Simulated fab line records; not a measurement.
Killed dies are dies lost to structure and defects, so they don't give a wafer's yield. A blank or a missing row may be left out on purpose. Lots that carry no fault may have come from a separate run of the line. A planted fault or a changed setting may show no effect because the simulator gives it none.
2 desks looking at one fault -- flow sky130 -- each desk holds nothing but its own numbers, with what lay behind them at the end

== THE METROLOGY DESK ==
What the gauges read, lot by lot, whatever tool the lot ran on: means of the sampled wafers that have a number. If a lot's mean is further than 4 standard deviations from the usual mean, the lot is out of limits and carries the mark OUT (the distance appears in the brackets).
Columns: A = PWDE_RS at SKY_NWELL_RS_MEAS_31, usual 5282 ohm/sq; B = VT_ADJUST_LVTN_OVL at SKY_VT_ADJUST_LVTN_OVL_MEAS_07, usual -0.6 nm; C = VT_ADJUST_HVTR_OVL at SKY_VT_ADJUST_HVTR_OVL_MEAS_08, usual 0.9 nm
lot,first seen here,A,B,C
L334,day 5 07:55,5269,-2.6,0.5
L335,day 5 13:52,5279,-0.4,1.6
L337,day 6 04:40,5294,-0.7,1.4
L339,day 6 14:19,5292,-0.3,0.5
L340,day 6 22:40,5277,-0.8,1.7
L341,day 7 03:27,5275,-0.1,1.1
L342,day 7 06:57,5319,0.3,2.4
L343,day 7 11:53,5279,-1.0,112.1 (+79) OUT
L346,day 8 07:34,5293,-1.4,-0.0
L349,day 9 04:41,5300,-0.3,113.0 (+80) OUT
L351,day 9 16:19,5278,-2.4,115.0 (+82) OUT
L352,day 9 23:14,5258,-2.1,1.1
L355,day 10 18:07,5277,0.7,1.0
This desk reports L343, L349, L351 out of limits; the earliest was L343 at day 12 01:25 (VT_ADJUST_HVTR_OVL at SKY_VT_ADJUST_HVTR_OVL_MEAS_08). L334, L335, L337, L339, L340, L341, L342, L346, L352, L355: within limits.

== THE TOOL OWNER'S DESK: iline_stepper-01 ==
The tool's own readings at SKY_VT_ADJUST_HVTR_EXPOSE_04 (exposes mask HVTRM, target cd 380 nm): means of the sampled wafers that have a number, for each lot that ran on this tool. If a lot's mean is further than 4 standard deviations from the usual mean, the lot is out of limits and carries the mark OUT (the distance appears in the brackets).
Columns: A = exposure_dose_mJ_cm2 at SKY_VT_ADJUST_HVTR_EXPOSE_04, usual 149.96
lot,first seen here,A
L334,day 9 01:22,150.03
L337,day 10 01:44,149.83
L339,day 10 13:25,149.71
L340,day 10 22:01,149.93
L342,day 11 07:59,149.80
L343,day 11 13:43,149.80
L349,day 13 10:41,149.93
L351,day 14 02:40,150.03
This desk's verdict: no lot among the 8 shows anything out of limits.

== TAKEN TOGETHER ==
At day 12 01:25 the metrology desk could have sounded an alarm, on L343, L349, L351.
The desk of the tool owner found nothing out of limits.
Tool owner's desk: L343, L349, L351 on record, inside its limits.
Every lot named ran SKY_VT_ADJUST_HVTR_EXPOSE_04 on iline_stepper-01.

== WHAT THE SIMULATOR HAD PUT IN ==
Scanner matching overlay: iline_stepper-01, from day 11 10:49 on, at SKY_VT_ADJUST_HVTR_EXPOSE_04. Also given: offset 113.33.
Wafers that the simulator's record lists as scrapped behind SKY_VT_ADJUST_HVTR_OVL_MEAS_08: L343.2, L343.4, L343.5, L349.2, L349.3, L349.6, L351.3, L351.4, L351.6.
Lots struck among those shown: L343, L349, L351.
Hours from the fault's start to each desk's first reading out of limits: the metrology desk, 15.
